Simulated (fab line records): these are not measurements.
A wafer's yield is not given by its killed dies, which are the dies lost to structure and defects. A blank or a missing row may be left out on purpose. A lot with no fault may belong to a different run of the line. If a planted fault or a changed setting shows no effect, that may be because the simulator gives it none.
2 desks, one fault | flow sky130 | what lay behind the numbers comes last; until then each desk has only its own

## THE TOOL OWNER'S DESK: iline_stepper-01
The tool's own readings at SKY_NWELL_EXPOSE_20 (exposes mask NWM COMPLEMENT, target cd 840 nm): means of the sampled wafers that have a number, for each lot that ran on this tool. If a lot's mean is further than 4 standard deviations from the usual mean, the lot is out of limits and carries the mark OUT (the distance appears in the brackets).
Columns: A = stage_vel_mm_s at SKY_NWELL_EXPOSE_20, usual 500.01 mm/s
lot  | first seen here | A
L386 | day 5 09:05     | 500.05
L389 | day 6 02:06     | 500.02
L390 | day 6 07:52     | 500.15
L393 | day 7 04:08     | 500.07
L394 | day 7 10:05     | 499.70
L396 | day 7 23:48     | 500.25
Finding of this desk: none of the 6 lots has anything out of limits.

## THE METROLOGY DESK
What the gauges read, lot by lot, whatever tool the lot ran on: means of the sampled wafers that have a number. If a lot's mean is further than 4 standard deviations from the usual mean, the lot is out of limits and carries the mark OUT (the distance appears in the brackets).
Columns: A = NWELL_01_OVL at SKY_NWELL_OVL_MEAS_23, usual 0.7 nm; B = SONOS_ONO_CVD_04_THK at SKY_SONOS_ONO_THK_MEAS_05, usual 5.13 nm; C = POLY_CUT_OVL at SKY_POLY_CUT_OVL_MEAS_09, usual 2 nm
lot  | first seen here | A                       | B    | C
L384 | day 5 00:25     | 1.0                     | 5.30 | 10
L385 | day 5 10:53     | 0.1                     | 5.09 | -3
L386 | day 5 17:44     | 2.4                     | 5.19 | -1
L387 | day 6 01:19     | 0.2                     | 5.17 | -5
L388 | day 6 08:59     | -1.1                    | 5.13 | 1
L389 | day 6 11:07     | 1.3                     | 5.16 | 5
L390 | day 6 17:07     | 187.0 (+99 or more) OUT | 5.02 | -3
L393 | day 7 13:55     | 187.4 (+99 or more) OUT | 5.14 | 6
L394 | day 7 19:34     | 187.0 (+99 or more) OUT | 5.20 | 3
L396 | day 8 09:34     | 188.4 (+99 or more) OUT | 5.01 | 4
L402 | day 9 18:43     | 1.5                     | 5.27 | -0
L403 | day 10 05:16    | 0.1                     | 4.96 | 2
This desk finds L390, L393, L394, L396 out of limits, with the earliest case on L390 at day 6 17:07 (NWELL_01_OVL at SKY_NWELL_OVL_MEAS_23). Within limits: L384, L385, L386, L387, L388, L389, L402, L403.

## BROUGHT TOGETHER
An alarm was possible from the metrology desk at day 6 17:07, on L390, L393, L394, L396.
Nothing out of limits was seen by the tool owner's desk.
Tool owner's desk: L390, L393, L394, L396 on record, inside its limits.
SKY_NWELL_EXPOSE_20 was run on iline_stepper-01 by each of the lots named.

## WHAT WAS PUT IN BY THE SIMULATOR
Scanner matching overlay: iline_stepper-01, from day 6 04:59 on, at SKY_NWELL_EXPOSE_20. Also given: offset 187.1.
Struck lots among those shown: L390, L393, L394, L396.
Time in hours between the start of the fault and the first out-of-limits reading at each desk: metrology desk, 12.
